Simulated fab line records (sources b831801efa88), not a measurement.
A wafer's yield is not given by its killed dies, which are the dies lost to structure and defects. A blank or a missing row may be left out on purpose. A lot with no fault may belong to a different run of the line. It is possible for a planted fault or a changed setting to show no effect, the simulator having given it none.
Shared-tool check / flow gf180mcu / Sample size 12 lots and 48 wafers

WHY THIS WAS OPENED
Of 12 lots, 4 have the reading VT_IMPLANT_3_TW flagged at GF_VT_IMPLANT_TW_MEAS_32. No-fault wafers: 269, standard deviation 3.5.
Rule: a lot is flagged in two cases, either no wafer of it has a number, or all its wafers with numbers fall more than 4 standard deviations from that mean. The other lots count as sound.

lot=L481; measured=day 7 08:42; on=film-metro-04; VT_IMPLANT_3_TW, wafer by wafer=272 273 271; flag=
lot=L482; measured=day 7 10:28; on=film-metro-02; VT_IMPLANT_3_TW, wafer by wafer=268 267 269; flag=
lot=L483; measured=day 7 16:31; on=film-metro-01; VT_IMPLANT_3_TW, wafer by wafer=267 264 264; flag=
lot=L484; measured=day 8 02:16; on=film-metro-04; VT_IMPLANT_3_TW, wafer by wafer=274 273 273; flag=
lot=L485; measured=day 8 06:04; on=film-metro-02; VT_IMPLANT_3_TW, wafer by wafer=268 268 269; flag=
lot=L486; measured=day 8 06:26; on=film-metro-01; VT_IMPLANT_3_TW, wafer by wafer=265 266 267; flag=
lot=L487; measured=day 8 19:46; on=film-metro-02; VT_IMPLANT_3_TW, wafer by wafer=268 268 268; flag=
lot=L488; measured=day 9 02:44; on=film-metro-01; VT_IMPLANT_3_TW, wafer by wafer=265 265 265; flag=
lot=L489; measured=day 9 03:37; on=film-metro-01; VT_IMPLANT_3_TW, wafer by wafer=515 516 514 515 515 514; flag=FLAGGED
lot=L490; measured=day 9 10:04; on=film-metro-02; VT_IMPLANT_3_TW, wafer by wafer=519 522 519 521 519 517; flag=FLAGGED
lot=L491; measured=day 9 14:15; on=film-metro-02; VT_IMPLANT_3_TW, wafer by wafer=520 521 521 520 519 519; flag=FLAGGED
lot=L492; measured=day 9 23:07; on=film-metro-01; VT_IMPLANT_3_TW, wafer by wafer=515 513 513 511 512 515; flag=FLAGGED
The numbers of the flagged lots are 517 on average: +248 against the usual, or +71 standard deviations.

WHICH TOOL RAN EACH LOT
The record holds 2 process steps before the reading, out of a route of 602 steps. Read each cell as the tool, then ch plus the chambers that the sampled wafers visited, then the start.
lot=L481; flag=; GF_LVPWELL_STRIP_10=plasma-asher-03 ch 0,1, day 4 06:52; GF_VT_IMPLANT_IMPLANT_30=implanter-02 ch 0, day 7 08:28
lot=L482; flag=; GF_LVPWELL_STRIP_10=plasma-asher-01 ch 1, day 4 07:39; GF_VT_IMPLANT_IMPLANT_30=implanter-01 ch 0, day 7 10:14
lot=L483; flag=; GF_LVPWELL_STRIP_10=plasma-asher-03 ch 0,1, day 4 12:46; GF_VT_IMPLANT_IMPLANT_30=implanter-02 ch 0, day 7 16:17
lot=L484; flag=; GF_LVPWELL_STRIP_10=plasma-asher-03 ch 0,1, day 4 21:25; GF_VT_IMPLANT_IMPLANT_30=implanter-02 ch 0, day 8 02:01
lot=L485; flag=; GF_LVPWELL_STRIP_10=plasma-asher-04 ch 0,1, day 5 00:31; GF_VT_IMPLANT_IMPLANT_30=implanter-01 ch 0, day 8 05:49
lot=L486; flag=; GF_LVPWELL_STRIP_10=plasma-asher-03 ch 0,1, day 5 00:52; GF_VT_IMPLANT_IMPLANT_30=implanter-03 ch 0, day 8 06:11
lot=L487; flag=; GF_LVPWELL_STRIP_10=plasma-asher-03 ch 0,1, day 5 13:05; GF_VT_IMPLANT_IMPLANT_30=implanter-02 ch 0, day 8 19:34
lot=L488; flag=; GF_LVPWELL_STRIP_10=plasma-asher-01 ch 0,1, day 5 17:43; GF_VT_IMPLANT_IMPLANT_30=implanter-01 ch 0, day 9 02:29
lot=L489; flag=FLAGGED; GF_LVPWELL_STRIP_10=plasma-asher-01 ch 0,1, day 5 18:18; GF_VT_IMPLANT_IMPLANT_30=implanter-03 ch 0, day 9 03:24
lot=L490; flag=FLAGGED; GF_LVPWELL_STRIP_10=plasma-asher-04 ch 0,1, day 6 00:55; GF_VT_IMPLANT_IMPLANT_30=implanter-01 ch 0, day 9 09:50
lot=L491; flag=FLAGGED; GF_LVPWELL_STRIP_10=plasma-asher-01 ch 0,1, day 6 04:28; GF_VT_IMPLANT_IMPLANT_30=implanter-01 ch 0, day 9 14:00
lot=L492; flag=FLAGGED; GF_LVPWELL_STRIP_10=plasma-asher-04 ch 0,1, day 6 12:07; GF_VT_IMPLANT_IMPLANT_30=implanter-02 ch 0, day 9 22:53
What the steps here do:
- GF_LVPWELL_STRIP_10: strips in O2/N2.
- GF_VT_IMPLANT_IMPLANT_30
- GF_VT_IMPLANT_TW_MEAS_32

FLAGGED OVER TOTAL, TOOL BY TOOL (the gauges that took the reading come last)
step=GF_LVPWELL_STRIP_10; tool=plasma-asher-01; lots run=4; flagged=2; share of the flagged lots=some; sound lots run after its first flagged lot=0
step=GF_LVPWELL_STRIP_10; tool=plasma-asher-03; lots run=5; flagged=0; share of the flagged lots=none; sound lots run after its first flagged lot=-
step=GF_LVPWELL_STRIP_10; tool=plasma-asher-04; lots run=3; flagged=2; share of the flagged lots=some; sound lots run after its first flagged lot=0
step=GF_VT_IMPLANT_IMPLANT_30; tool=implanter-01; lots run=5; flagged=2; share of the flagged lots=some; sound lots run after its first flagged lot=0
step=GF_VT_IMPLANT_IMPLANT_30; tool=implanter-02; lots run=5; flagged=1; share of the flagged lots=some; sound lots run after its first flagged lot=0
step=GF_VT_IMPLANT_IMPLANT_30; tool=implanter-03; lots run=2; flagged=1; share of the flagged lots=some; sound lots run after its first flagged lot=0
step=GF_VT_IMPLANT_TW_MEAS_32; tool=film-metro-01; lots run=5; flagged=2; share of the flagged lots=some; sound lots run after its first flagged lot=0
step=GF_VT_IMPLANT_TW_MEAS_32; tool=film-metro-02; lots run=5; flagged=2; share of the flagged lots=some; sound lots run after its first flagged lot=0
step=GF_VT_IMPLANT_TW_MEAS_32; tool=film-metro-04; lots run=2; flagged=0; share of the flagged lots=none; sound lots run after its first flagged lot=-

WHAT IS ALLOWED BY THE TABLE
No row of the table ran every flagged lot.

WHAT THE SIMULATOR HAD INSERTED
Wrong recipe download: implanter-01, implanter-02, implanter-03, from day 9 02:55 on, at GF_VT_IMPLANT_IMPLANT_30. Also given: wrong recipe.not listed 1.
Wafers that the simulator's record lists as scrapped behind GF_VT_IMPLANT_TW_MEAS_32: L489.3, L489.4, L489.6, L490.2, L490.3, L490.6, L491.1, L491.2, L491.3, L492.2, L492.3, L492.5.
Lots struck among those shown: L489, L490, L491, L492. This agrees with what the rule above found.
